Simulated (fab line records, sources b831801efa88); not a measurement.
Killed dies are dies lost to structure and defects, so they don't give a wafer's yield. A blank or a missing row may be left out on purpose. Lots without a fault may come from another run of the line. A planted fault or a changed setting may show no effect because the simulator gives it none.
Which tool did it? | flow gf180mcu | 13 lots, 38 wafers sampled, at 4 steps of a route of 602

WHAT THE GAUGES READ, wafer by wafer
GF_HV_LDD_OVL_MEAS_08. Usual: HV_LDD_OVL -1.1 nm, standard deviation 1.1.
lot  | measured     | on         | HV_LDD_OVL (nm) | flag
L113 | day 9 19:50  | overlay-02 | -2.4 -1.5 -1.6  |
L114 | day 10 07:32 | overlay-02 | -3.0 -2.1 -0.6  |
L115 | day 10 12:50 | overlay-02 | -0.3 -0.6 -2.8  |
L120 | day 11 23:26 | overlay-02 | 0.7 -2.0        |
L127 | day 14 10:29 | overlay-02 | -1.1 -0.4 -0.9  |
L128 | day 14 11:41 | overlay-01 | -1.6 -2.7 -1.9  |
L130 | day 15 19:56 | overlay-01 | -1.5 -1.3 -3.9  |
L131 | day 15 22:25 | overlay-01 | -2.1 -2.2 -1.2  |
L132 | day 16 05:59 | overlay-01 | 1.2 -0.1 -0.2   |
L133 | day 16 06:07 | overlay-02 | -0.8 -0.4 -0.3  |
L134 | day 16 06:47 | overlay-02 | -1.7 -0.5 -1.4  |
L135 | day 17 00:11 | overlay-02 | 0.3 -1.9 -0.4   |
L136 | day 17 12:53 | overlay-02 | -0.1 -1.4 -1.6  |

GF_HV_LDD_RS_MEAS_53: measures by four-point-probe. Usual: HV_LDD_RS 418.7 ohm/sq, standard deviation 0.97.
lot  | measured     | on            | HV_LDD_RS (ohm/sq) | flag
L113 | day 12 04:49 | film_metro-03 | 418.7 418.6 418.6  |
L114 | day 12 18:31 | film_metro-04 | 419.9 419.5 420.2  |
L115 | day 12 22:25 | film_metro-04 | 417.9 417.7 418.1  |
L120 | day 14 15:25 | film_metro-04 | 426.3 419.1        | OFF
L127 | day 17 05:05 | film_metro-03 | 418.3 418.7 418.7  |
L128 | day 17 06:43 | film_metro-01 | 418.9 419.3 418.8  |
L130 | day 18 19:13 | film_metro-04 | 419.9 419.1 419.7  |
L131 | day 18 20:38 | film_metro-01 | 416.1 417.8 417.5  |
L132 | day 19 02:53 | film_metro-03 | 419.3 418.3 418.3  |
L133 | day 19 04:07 | film_metro-01 | 421.5 418.9 420.3  |
L134 | day 19 06:28 | film_metro-03 | 419.2 420.4 419.4  |
L135 | day 20 00:36 | film_metro-04 | 418.9 419.0 419.3  |
L136 | day 20 13:20 | film_metro-03 | 418.3 416.8 417.0  |

WHICH TOOL RAN EACH LOT (tool, then ch and the chambers of the sampled wafers, then the start)
lot  | GF_HV_LDD_IMPLANT_09            | GF_HV_LDD_STRIP_22
L113 | implanter-03 ch 0, day 9 19:54  | plasma_asher-02 ch 0,1, day 10 14:12
L114 | implanter-03 ch 0, day 10 07:35 | plasma_asher-02 ch 1, day 11 01:43
L115 | implanter-03 ch 0, day 10 12:55 | plasma_asher-02 ch 0,1, day 11 07:18
L120 | implanter-03 ch 0, day 11 23:29 | plasma_asher-01 ch 0, day 12 19:59
L127 | implanter-04 ch 0, day 14 10:31 | plasma_asher-03 ch 0,1, day 15 08:12
L128 | implanter-02 ch 0, day 14 11:43 | plasma_asher-01 ch 0,1, day 15 09:40
L130 | implanter-04 ch 0, day 15 20:01 | plasma_asher-03 ch 0,1, day 16 18:47
L131 | implanter-03 ch 0, day 15 22:27 | plasma_asher-03 ch 0,1, day 16 20:43
L132 | implanter-03 ch 0, day 16 06:04 | plasma_asher-01 ch 0,1, day 17 04:18
L133 | implanter-04 ch 0, day 16 06:10 | plasma_asher-02 ch 1, day 17 04:27
L134 | implanter-04 ch 0, day 16 06:49 | plasma_asher-03 ch 0,1, day 17 05:30
L135 | implanter-03 ch 0, day 17 00:13 | plasma_asher-03 ch 0,1, day 17 23:28
L136 | implanter-03 ch 0, day 17 12:55 | plasma_asher-03 ch 0,1, day 18 12:22
- GF_HV_LDD_IMPLANT_09
- GF_HV_LDD_STRIP_22: strips in O2/N2.

WHAT THE TOOLS THEMSELVES READ (means of the sampled wafers that have a number; where no wafer has one, the mark that the record gives instead)
GF_HV_LDD_STRIP_22. Usual: chamber_pressure_mTorr 1499.9 mTorr, standard deviation 1.4; drypump_motor_current_A 6.1 A, standard deviation 0.41; heater_power_w 339 W, standard deviation 33; o2_flow_sccm 2998 sccm, standard deviation 8.8; oes_product_au 0.716 a.u., standard deviation 0.0044; strip_time_to_endpoint_s 12.63 s, standard deviation 0.038.
lot  | tool            | chamber_pressure_mTorr (mTorr) | drypump_motor_current_A (A) | heater_power_w (W) | o2_flow_sccm (sccm) | oes_product_au (a.u.) | strip_time_to_endpoint_s (s) | flag
L113 | plasma_asher-02 | 1499.4                         | 6.2                         | 358                | 2990                | 0.715                 | 12.65                        |
L114 | plasma_asher-02 | 1499.7                         | 5.5                         | 298                | 2990                | 0.718                 | 12.58                        |
L115 | plasma_asher-02 | 1499.9                         | 5.8                         | 328                | 2999                | 0.720                 | 12.63                        |
L120 | plasma_asher-01 | 1500.4                         | 6.4                         | 294                | 2994                | 0.712                 | 12.64                        |
L127 | plasma_asher-03 | 1499.0                         | 6.1                         | 350                | 2994                | 0.717                 | 12.62                        |
L128 | plasma_asher-01 | 1500.5                         | 6.3                         | 309                | 2992                | 0.718                 | 12.69                        |
L130 | plasma_asher-03 | 1499.1                         | 5.8                         | 348                | 2993                | 0.714                 | 12.63                        |
L131 | plasma_asher-03 | 1500.3                         | 5.9                         | 357                | 3005                | 0.716                 | 12.63                        |
L132 | plasma_asher-01 | 1499.8                         | 6.3                         | 311                | 2999                | 0.711                 | 12.66                        |
L133 | plasma_asher-02 | 1501.4                         | 5.5                         | 299                | 3000                | 0.717                 | 12.67                        |
L134 | plasma_asher-03 | 1500.8                         | 5.9                         | 355                | 2988                | 0.715                 | 12.66                        |
L135 | plasma_asher-03 | 1500.1                         | 6.1                         | 354                | 3006                | 0.714                 | 12.62                        |
L136 | plasma_asher-03 | 1498.2                         | 6.1                         | 354                | 3006                | 0.715                 | 12.59                        |

THE ANSWER, worked out from the rows above alone
Rule: a lot is off if the mean of its wafers that have a number lies more than 3 standard deviations from the usual mean. A lot without any number at a reading at which 4 lots or more have one is off too. The other lots that the step has rows for count as sound. The gauges are gone through in route order, then the tools' own readings, and for those a lot's mean is taken as printed above. The first step at which some lot is off is used, and at that step the reading that is off furthest; a lot without a number counts as furthest.
Off: L120, at GF_HV_LDD_RS_MEAS_53 (HV_LDD_RS).
A tool fits if, at a process step before that reading, it ran every lot that is off, and no sound lot after the first of them. The gauges at GF_HV_LDD_RS_MEAS_53 are tried like those tools. None of those tried fits.

WHAT THE SIMULATOR HAD PUT IN
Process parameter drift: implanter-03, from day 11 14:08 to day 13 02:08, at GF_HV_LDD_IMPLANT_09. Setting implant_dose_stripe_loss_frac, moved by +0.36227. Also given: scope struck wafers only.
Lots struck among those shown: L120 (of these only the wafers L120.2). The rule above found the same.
